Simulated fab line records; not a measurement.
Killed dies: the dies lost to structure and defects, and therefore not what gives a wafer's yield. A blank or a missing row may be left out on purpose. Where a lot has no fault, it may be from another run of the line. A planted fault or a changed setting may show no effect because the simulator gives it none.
Chamber matching || flow gf180mcu || 4 sister chambers for GF_V5_CMP_04 on cmp-01
The step polishes SiO2. 8 wafers are shown with their chamber, then 7 later ones without.

== WAFERS WITH THEIR CHAMBER ==
{"wafer": "L719.4", "chamber": 0, "motor-current-A (A)": 10.2, "platen-rpm (rpm)": 59.99}
{"wafer": "L719.5", "chamber": 0, "motor-current-A (A)": 11.3, "platen-rpm (rpm)": 59.89}
{"wafer": "L723.1", "chamber": 3, "motor-current-A (A)": 11.4, "platen-rpm (rpm)": 59.99}
{"wafer": "L723.4", "chamber": 1, "motor-current-A (A)": 14.9, "platen-rpm (rpm)": 60.01}
{"wafer": "L725.1", "chamber": 3, "motor-current-A (A)": 12.4, "platen-rpm (rpm)": 59.99}
{"wafer": "L725.4", "chamber": 2, "motor-current-A (A)": 10.1, "platen-rpm (rpm)": 60.04}
{"wafer": "L735.2", "chamber": 1, "motor-current-A (A)": 14.2, "platen-rpm (rpm)": 60.05}
{"wafer": "L735.3", "chamber": 2, "motor-current-A (A)": 10.6, "platen-rpm (rpm)": 59.96}

== WAFERS WITHOUT THEIR CHAMBER ==
{"wafer": "L735.4", "motor-current-A (A)": 11.7, "platen-rpm (rpm)": 59.95}
{"wafer": "L736.2", "motor-current-A (A)": 15.3, "platen-rpm (rpm)": 59.99}
{"wafer": "L736.3", "motor-current-A (A)": 11.4, "platen-rpm (rpm)": 59.98}
{"wafer": "L736.6", "motor-current-A (A)": 10.9, "platen-rpm (rpm)": 59.94}
{"wafer": "L737.1", "motor-current-A (A)": 14.7, "platen-rpm (rpm)": 60.04}
{"wafer": "L737.5", "motor-current-A (A)": 10.3, "platen-rpm (rpm)": 59.99}
{"wafer": "L737.6", "motor-current-A (A)": 11.9, "platen-rpm (rpm)": 60.04}

== WHICH CHAMBER EACH ONE RAN IN ==
{"wafer": "L735.4", "from the rows above": "can't be placed: 3 or 0 or 2", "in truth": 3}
{"wafer": "L736.2", "from the rows above": 1, "in truth": 1}
{"wafer": "L736.3", "from the rows above": "can't be placed: 3 or 0 or 2", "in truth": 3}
{"wafer": "L736.6", "from the rows above": "can't be placed: 0 or 2 or 3", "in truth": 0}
{"wafer": "L737.1", "from the rows above": 1, "in truth": 1}
{"wafer": "L737.5", "from the rows above": "can't be placed: 2 or 0", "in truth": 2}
{"wafer": "L737.6", "from the rows above": "can't be placed: 3 or 2 or 0", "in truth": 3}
2 of 7 placed correctly. Not placeable from these rows: 5 (in 5, the candidates include the true chamber). 0 placed wrongly.
How it was worked out, from the rows above alone: a wafer's distance from a chamber is the root of the sum, over the readings, of the square of ((its reading less the chamber's mean) divided by the reading's scatter). If the next closest chamber is less than 2 further off than the closest, the wafer can't be placed; otherwise it belongs to the closest. For every chamber, the mean is computed from those of its wafers that are shown. How the scatter is found: for the shown wafers, subtract from each reading the mean of its chamber, square and add these, divide the total by (wafers less chambers), then take the root.
